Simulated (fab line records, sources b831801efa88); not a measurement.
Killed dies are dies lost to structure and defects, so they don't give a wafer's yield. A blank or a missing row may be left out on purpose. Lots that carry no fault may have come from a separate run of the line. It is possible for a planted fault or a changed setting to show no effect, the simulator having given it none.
2 desks looking at one fault :: flow gf180mcu :: each desk has only its own numbers; what lay behind them comes last

## METROLOGY DESK
Lot by lot, what the gauges showed, no matter which tool ran the lot: averages of those sampled wafers that carry a number. A lot is out of limits, marked OUT, if its mean lies more than 4 standard deviations from the usual mean; the brackets give that distance.
Columns: A = DNWELL_TW at GF_DNWELL_TW_MEAS_09, usual 1360; B = VT_IMPLANT_2_TW at GF_VT_IMPLANT_TW_MEAS_21, usual 1221; C = HV_LDD_2_TW at GF_HV_LDD_TW_MEAS_23, usual 1075
lot: L810
first seen here: day 2 18:52
A: 1381
B: 1202
C: 1061

lot: L812
first seen here: day 3 06:19
A: 1391
B: 1222
C: 1084

lot: L813
first seen here: day 3 10:11
A: 1381
B: 1241
C: 1063

lot: L814
first seen here: day 3 15:07
A: 1383
B: 1197
C: 1075

lot: L815
first seen here: day 3 22:17
A: 1338
B: 1233
C: 1057

lot: L816
first seen here: day 4 03:28
A: 1386
B: 1193
C: 1076

lot: L817
first seen here: day 4 09:59
A: 1386
B: 1241
C: 1071

lot: L818
first seen here: day 4 17:19
A: 1337
B: 1239
C: 1081

lot: L820
first seen here: day 5 03:37
A: 1344
B: 1198
C: 1075

lot: L823
first seen here: day 5 16:07
A: 1340
B: 1106 (-6.0) OUT
C: 1075

lot: L824
first seen here: day 5 20:13
A: 1331
B: 1240
C: 1088

lot: L825
first seen here: day 6 02:05
A: 1337
B: 1106 (-6.0) OUT
C: 1089

lot: L830
first seen here: day 7 04:58
A: 1376
B: 1195
C: 1085

lot: L831
first seen here: day 7 11:04
A: 1387
B: 1197
C: 1082
This desk's result: L823, L825 out of limits, first on L823 (VT_IMPLANT_2_TW at GF_VT_IMPLANT_TW_MEAS_21), day 9 16:34. In limits: L810, L812, L813, L814, L815, L816, L817, L818, L820, L824, L830, L831.

## AT THE TOOL OWNER'S DESK: implanter-02
The tool's own readings at GF_VT_IMPLANT_IMPLANT_19: means of the sampled wafers that have a number, for each lot that ran on this tool. A lot is out of limits, marked OUT, if its mean lies more than 4 standard deviations from the usual mean; the brackets give that distance.
Columns: A = tiltDeg at GF_VT_IMPLANT_IMPLANT_19, usual 6.998 degrees
lot: L810
first seen here: day 6 03:04
A: 6.964

lot: L812
first seen here: day 6 18:45
A: 7.009

lot: L813
first seen here: day 6 23:03
A: 6.999

lot: L820
first seen here: day 8 23:52
A: 6.998

lot: L823
first seen here: day 9 16:19
A: -0.031 (-99 or more) OUT

lot: L825
first seen here: day 10 03:15
A: 0.026 (-99 or more) OUT
Finding of this desk: L823, L825 out of limits; the first was L823 at day 9 16:19, on tiltDeg at GF_VT_IMPLANT_IMPLANT_19. In limits: L810, L812, L813, L820.

## BROUGHT TOGETHER
At day 9 16:19, on L823, L825, the tool owner's desk was in a position to raise an alarm.
At day 9 16:34 the metrology desk could have sounded an alarm, on L823, L825.
On implanter-02, each named lot ran GF_VT_IMPLANT_IMPLANT_19.

## WHAT THE SIMULATOR PUT IN
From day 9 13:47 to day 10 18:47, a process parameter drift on implanter-02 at GF_VT_IMPLANT_IMPLANT_19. Setting tiltDeg, moved by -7, from 7. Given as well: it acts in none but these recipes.
Struck lots among those shown: L823, L825.
Hours from the fault's start to each desk's first reading out of limits: the tool owner's desk, 3; the metrology desk, 3.
